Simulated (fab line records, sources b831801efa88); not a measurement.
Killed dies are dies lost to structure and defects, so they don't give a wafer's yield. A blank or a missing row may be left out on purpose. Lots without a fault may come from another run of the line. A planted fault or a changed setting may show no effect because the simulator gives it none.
A struck lot beside a sound one | flow sky130 | 15 steps out of a route of 708
Sound: wafers L226.1, L226.2, L226.4. Struck: wafers L235.2, L235.3, L235.6. The cause comes at the end.
At each step with rows: each side's tool, then ch and its chambers, then its first start. Under that, the readings that differ: sound wafers | struck wafers | difference of the means | sigmas: that difference in standard deviations of wafers without a fault.
alike: readings whose means differ by less than 2 such deviations, and words and numbers that are the same on both sides. not compared: withheld readings, readings that some wafer has no value for, bounds like >300 that may hide the same value, and numbers for which the record gives no deviation and whose values overlap.
The two part at a step that has a row with sigmas, a row that says differs or no value, or rows on one side only. Numbers that don't overlap but have no deviation are shown without sigmas and don't part them. A reading that every wafer of one side lacks parts them only if that side has two wafers or more.

first, 7 steps without rows for these wafers: SKY_POLY_GATE_HMDS_06 (prime time 60 s); SKY_POLY_GATE_COAT_07 (resist thk 110 nm); SKY_POLY_GATE_COAT_08 (resist thk 450 nm); SKY_POLY_GATE_SOFTBAKE_09 (time 90 s); SKY_POLY_GATE_EXPOSE_10 (exposes mask P1M, target cd 150 nm); SKY_POLY_GATE_PEB_11; SKY_POLY_GATE_DEVELOP_12 (develop time 60 s).
SKY_POLY_GATE_CD_MEAS_13: target cd 150 nm.
  sound on cd_sem-02, day 16 18:08; struck on cd_sem-01, day 20 00:42
  reading    | sound             | struck            | difference | sigmas
  cd_nm (nm) | 148.7 148.8 147.5 | 153.0 152.5 152.6 | +4.4       | +3
SKY_POLY_GATE_OVL_MEAS_14:
  sound on overlay-02, day 16 18:15; struck on overlay-01, day 20 00:49
  reading            | sound      | struck | difference | sigmas
  POLY_GATE_OVL (nm) | -9 -11 -13 | 3 4 8  | +16        | +3
SKY_POLY_GATE_ETCH_15: etches BARC in N2/H2, stops on SiO2, time 118.5 s, target depth 110 nm.
  sound on rie_diel-02 ch 0,2,3, day 16 18:17; struck on rie_diel-01 ch 0,1,3, day 20 00:50
  alike: drypump_motor_current_A, oes_product_au, throttle_valve_pct
  not compared: rf_hours_counter_h
SKY_POLY_GATE_ETCH_16: etches Si3N4 in CH3F/O2, stops on poly-Si, time 147.5 s, target depth 75 nm.
  sound on rie_diel-02 ch 0,2,3, day 16 18:22; struck on rie_diel-01 ch 0,1,3, day 20 00:55
  alike: drypump_motor_current_A, oes_product_au, throttle_valve_pct
  not compared: rf_hours_counter_h
SKY_POLY_GATE_ETCH_17: etches poly-Si in HBr/Cl2, stops on SiO2, target depth 180 nm, time 70.5 s.
  sound on rie_si-01 ch 1,2,3, day 16 18:28; struck on rie_si-01 ch 1,2,3, day 20 01:01
  alike: drypump_motor_current_A, he_backside_leak_sccm, oes_product_au, throttle_valve_pct
  not compared: rf_hours_counter_h
SKY_POLY_GATE_STRIP_18: strips in O2/N2.
  sound on plasma_asher-01 ch 0,1, day 16 18:31; struck on plasma_asher-04 ch 0,1, day 20 01:04
  no value came back on the struck wafers for chamber_pressure_mTorr (mTorr), drypump_motor_current_A (A), oes_product_au (a.u.), strip_time_to_endpoint_s (s); on the sound wafers chamber_pressure_mTorr (mTorr) reads 1502.1 1499.4 1499.2
  reading                                          | sound | struck            | difference | sigmas
  model.KrF-thick_of_POLY_GATE_COAT_08.thk_nm (nm) | 0 0 0 | 138.7 137.2 139.5 | +138.5     |
  model.BARC_of_POLY_GATE_COAT_07.thk_nm (nm)      | 0 0 0 | 109.8 109.9 109.6 | +109.8     |
  not compared: rf_hours_counter_h
then, 1 step without rows for these wafers: SKY_POLY_GATE_CLEAN_19 (cleans in SC1/SC2, time 150 s).
-- the record jumps here: 28 days lie between the struck wafers' starts before and after (it left off in module POLY_GATE and takes up again in module PAD_OPEN, whose first step shown is number 708 of the route) --
SKY_PAD_OPEN_PROBE_99:
  sound on prober-02, day 46 02:55; struck on prober-01, day 48 07:24
  reading             | sound    | struck      | difference | sigmas
  killed_at_front_end | 11 14 16 | 410 432 414 | +405       | +96
  killed_dies         | 83 80 70 | 492 492 492 | +414       | +44
  killed_on_rim       | 17 10 11 | 96 96 96    | +83        | +21
  alike: killed_at_M0_to_M3, killed_at_M4_up, killed_at_contacts, killed_at_other, killed_open, killed_short

WHERE THEY PART
First at SKY_POLY_GATE_CD_MEAS_13; last, within this record, at SKY_PAD_OPEN_PROBE_99.

WHY: what the simulator had put in
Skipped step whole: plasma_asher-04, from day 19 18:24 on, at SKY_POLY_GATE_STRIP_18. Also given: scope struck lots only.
